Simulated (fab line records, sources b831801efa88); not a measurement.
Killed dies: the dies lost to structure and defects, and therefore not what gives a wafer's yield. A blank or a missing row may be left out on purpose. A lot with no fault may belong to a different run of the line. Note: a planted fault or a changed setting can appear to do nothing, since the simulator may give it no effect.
Problem report in the 8D (eight disciplines) form, filled by code + flow gf180mcu + the parts of the form that need people (team, actions taken, sign-off) are left out

== 1. PROBLEM STATEMENT ==
VT_IMPLANT_TW at GF_VT_IMPLANT_TW_MEAS_10 reads a mean of 596 on 6 wafers of 2 lots; wafers without a fault read 562 with a standard deviation of 4.1. Measured from the usual mean, that is +8.4 standard deviations.
Seen first at day 8 05:13 on film_metro-04, wafer L779.1. The record holds 36 wafers of 12 lots with a number at this step. The rule behind "out" and "out of limits": a value lying over 4 standard deviations away from the usual mean. All remaining wafers that have a number are taken as sound.

== 2. WHAT IT IS, WHAT IT ISN'T ==
| question                    | is                           | is not                                                                                       |
|-----------------------------|------------------------------|----------------------------------------------------------------------------------------------|
| which readings at this step | VT_IMPLANT_TW                | -                                                                                            |
| which lots                  | L779, L783                   | L771, L773, L774, L777, L778, L780, L789, L790, L791, L792                                   |
| which wafers of those lots  | all that have a number       | -                                                                                            |
| read on which gauges        | film_metro-01, film_metro-04 | film_metro-02                                                                                |
| when                        | from day 8 05:13             | up to then (15 sound wafers); but 15 sound wafers of L780, L789, L790, L791, L792 came after |

== 3. WHAT RULES OUT EACH SUSPECT ==
Counting: any tool at a process step up to the reading is kept as a suspect provided that every lot that is out went through it and no sound lot did after the first of them.
- the gauge at GF_VT_IMPLANT_TW_MEAS_10 is ruled out. The wafers that are out were read on 2 gauges (film_metro-01, film_metro-04).
- implanter-03 at GF_VT_IMPLANT_IMPLANT_08: kept. Every lot that is out went through it, starting with L779 (day 8 04:58), and after that it ran no sound lot; the last sound lot it ran before then is L777 (day 7 16:24). Out on those wafers are its own readings of dose_ions_cm2, faraday_current_uA.
Remaining after the count: implanter-03 at GF_VT_IMPLANT_IMPLANT_08.

== 4. THE CAUSE (what the simulator had put in) ==
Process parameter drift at GF_VT_IMPLANT_IMPLANT_08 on implanter-03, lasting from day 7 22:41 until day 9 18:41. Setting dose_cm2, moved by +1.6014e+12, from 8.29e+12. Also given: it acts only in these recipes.
Only this tool survived the counting.

== 5. THE EFFECT CHAIN, in route order ==
Each row: a reading where the mean over the struck wafers with a number is more than 3 standard deviations away from the usual. Readings are gone through only where the record gives a usual standard deviation; hours: the median, over the lots, of the time from a lot's start at the first step in this table giving one to that lot's start at this step; sigmas: the change measured in usual standard deviations.
| hours | step                     | reading            | usual     | on struck wafers | change     | sigmas      |
|-------|--------------------------|--------------------|-----------|------------------|------------|-------------|
| 0     | GF_VT_IMPLANT_IMPLANT_08 | dose_ions_cm2      | 8.291e+12 | 9.904e+12        | +1.613e+12 | +99 or more |
| 0     | GF_VT_IMPLANT_IMPLANT_08 | faraday_current_uA | 46.8      | 55.9             | +9.1       | +11         |
| 0     | GF_VT_IMPLANT_TW_MEAS_10 | VT_IMPLANT_TW      | 562       | 596              | +34        | +8.4        |
Its process steps:
- GF_VT_IMPLANT_IMPLANT_08

== 6. HOW IT WOULD HAVE BEEN CAUGHT EARLIER ==
The first out-of-limits reading at a measuring or inspecting step in this record came at day 8 05:13, 7 hours after the fault's start at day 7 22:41.
Tool's own readings at GF_VT_IMPLANT_IMPLANT_08, dose_ions_cm2, faraday_current_uA: out on all struck wafers the step has rows for; an alarm limit on them would have tripped on the first.
L783, from the lots that are out (2), started GF_VT_IMPLANT_IMPLANT_08 on implanter-03 later than day 8 05:13. Putting the tool on hold at that point would have spared it.
